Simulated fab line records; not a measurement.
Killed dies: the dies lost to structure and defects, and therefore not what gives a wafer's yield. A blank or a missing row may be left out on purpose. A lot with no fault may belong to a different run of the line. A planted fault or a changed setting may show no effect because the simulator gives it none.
Split-lot experiment + flow sky130 + 23 wafers read across 5 lots, on a route 708 steps long

## SPLIT DETAILS
At SKY_CAP2M_COAT_07 (resist thk 1140 nm), the setting spin-rpm was moved away from the recipe's 3000 rpm on 9 of the 23 wafers read, by -3.9% to +6.1%. The other wafers ran this setting at the recipe's value.

## FROM THE SPLIT TO THE READING: what the file shows between them, 3 steps
- SKY_CAP2M_SOFTBAKE_08: time 60 s
- SKY_CAP2M_EXPOSE_09: exposes mask CAP2M, target cd 1000 nm
- SKY_CAP2M_DEVELOP_11: develop time 61.15 s

## THE READING
NOVOLAK_of_CAP2M_COAT_07.thk-nm (the simulator's own value, which no gauge read), in nm, at SKY_CAP2M_METAL_ETCH_13 (etches TiN in Cl2/BCl3, stops on SiO2, target depth 220 nm, time 62.9 s). The file gives no usual value for it. The 14 wafers here that ran the recipe average 994.1 nm, standard deviation 3.5 nm.

| wafer  | tool, chamber at the split | spin-rpm as run, rpm | against the recipe | NOVOLAK_of_CAP2M_COAT_07.thk-nm, nm | against lot-mates on the recipe |
|--------|----------------------------|----------------------|--------------------|-------------------------------------|---------------------------------|
| L074.1 | litho-track-03, 0          | 3000                 | recipe             | 992.9                               | -                               |
| L074.3 | litho-track-03, 0          | 3000                 | recipe             | 991.3                               | -                               |
| L074.4 | litho-track-03, 0          | 2891                 | -3.6%              | 1013                                | +21.1                           |
| L074.5 | litho-track-03, 0          | 3000                 | recipe             | 991.5                               | -                               |
| L074.6 | litho-track-03, 0          | 2891                 | -3.6%              | 1014                                | +22.1                           |
| L075.1 | litho-track-04, 0          | 3000                 | recipe             | 997.3                               | -                               |
| L075.3 | litho-track-04, 0          | 3000                 | recipe             | 996                                 | -                               |
| L075.4 | litho-track-04, 0          | 3000                 | recipe             | 999.2                               | -                               |
| L079.1 | litho-track-01, 0          | 3000                 | recipe             | 994.2                               | -                               |
| L079.2 | litho-track-01, 0          | 3000                 | recipe             | 985                                 | -                               |
| L079.4 | litho-track-01, 0          | 3000                 | recipe             | 992                                 | -                               |
| L079.5 | litho-track-01, 0          | 2883                 | -3.9%              | 1013                                | +22.6                           |
| L079.6 | litho-track-01, 0          | 2883                 | -3.9%              | 1011                                | +20.6                           |
| L082.2 | litho-track-04, 0          | 2899                 | -3.4%              | 1015                                | +18.8                           |
| L082.3 | litho-track-04, 0          | 3000                 | recipe             | 995.6                               | -                               |
| L082.4 | litho-track-04, 0          | 3000                 | recipe             | 993.6                               | -                               |
| L082.5 | litho-track-04, 0          | 2899                 | -3.4%              | 1017                                | +20.8                           |
| L082.6 | litho-track-04, 0          | 3000                 | recipe             | 999.5                               | -                               |
| L084.1 | litho-track-01, 0          | 3183                 | +6.1%              | 956.9                               | -37.5                           |
| L084.2 | litho-track-01, 0          | 3000                 | recipe             | 993.9                               | -                               |
| L084.3 | litho-track-01, 0          | 3000                 | recipe             | 994.9                               | -                               |
| L084.5 | litho-track-01, 0          | 3183                 | +6.1%              | 955.1                               | -39.3                           |
| L084.6 | litho-track-01, 0          | 3183                 | +6.1%              | 956.2                               | -38.2                           |

FIT RESULTS
A straight line over all 23 wafers: NOVOLAK_of_CAP2M_COAT_07.thk-nm changes by -5.89 nm for each +1% of spin-rpm; r = -0.98; the points scatter about the line by 3.5 nm.
The same after taking each lot's own level away (the mean of its wafers on the recipe; 23 wafers): -6.08 nm for each +1%; r = -0.99; scatter 2 nm.
On that fit, the largest move of spin-rpm shifts the reading by 37 nm.
The lots' own levels span 990.40 to 997.50 nm, that is 2.0 times the standard deviation above.
The two slopes agree, so the slope changes little with the lot-to-lot level.
Check: -37.5 nm against its lot-mates is what the line predicts for one of the wafers moved furthest among these (+6.1%) when that wafer is left out of the fit. Against them it came out at -37.5 nm.

## THESE WAFERS: OTHER SPLITS
These wafers also went through other splits before the reading. Each is held against what the fit with the lots' levels taken away leaves over:
| other split on the same wafers  | wafers away from the commonest value | r with NOVOLAK_of_CAP2M_COAT_07.thk-nm (lot level and that fit taken away) |
|---------------------------------|--------------------------------------|----------------------------------------------------------------------------|
| SKY_METAL2_METAL_ETCH_19 bias-w | 12                                   | +0.19                                                                      |
| SKY_VIA2_CVD_21 temp-c          | 7                                    | +0.07                                                                      |
| SKY_CAPM_SPUTTER_02 power-w     | 10                                   | -0.07                                                                      |
| SKY_VIA3_HDPCVD_00 time-s       | 8                                    | +0.26                                                                      |
| SKY_METAL4_SPUTTER_04 time-s    | 10                                   | -0.19                                                                      |

## THE WHOLE CHAIN: every reading that the file lists as answering this split, in the file's order
| step                    | what it does                                                            | reading                                                                          | change (the file's fit)              | r (the file's) |
|-------------------------|-------------------------------------------------------------------------|----------------------------------------------------------------------------------|--------------------------------------|----------------|
| SKY_CAP2M_COAT_07       | resist thk 1140 nm                                                      | NOVOLAK_of_CAP2M_COAT_07.thk-nm (the simulator's own value, which no gauge read) | -5.89 nm for each +1% of the setting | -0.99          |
| SKY_CAP2M_METAL_ETCH_13 | etches TiN in Cl2/BCl3, stops on SiO2, target depth 220 nm, time 62.9 s | NOVOLAK_of_CAP2M_COAT_07.thk-nm (the simulator's own value, which no gauge read) | -6.02 nm for each +1% of the setting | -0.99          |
| SKY_CAP2M_STRIP_14      | strips in O2/N2                                                         | strip-time-to-endpoint-s                                                         | withheld for each +1% of the setting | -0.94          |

## THE FILE'S OWN FIT
NOVOLAK_of_CAP2M_COAT_07.thk-nm changes by -6.02 nm for each +1% of spin-rpm, r = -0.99.
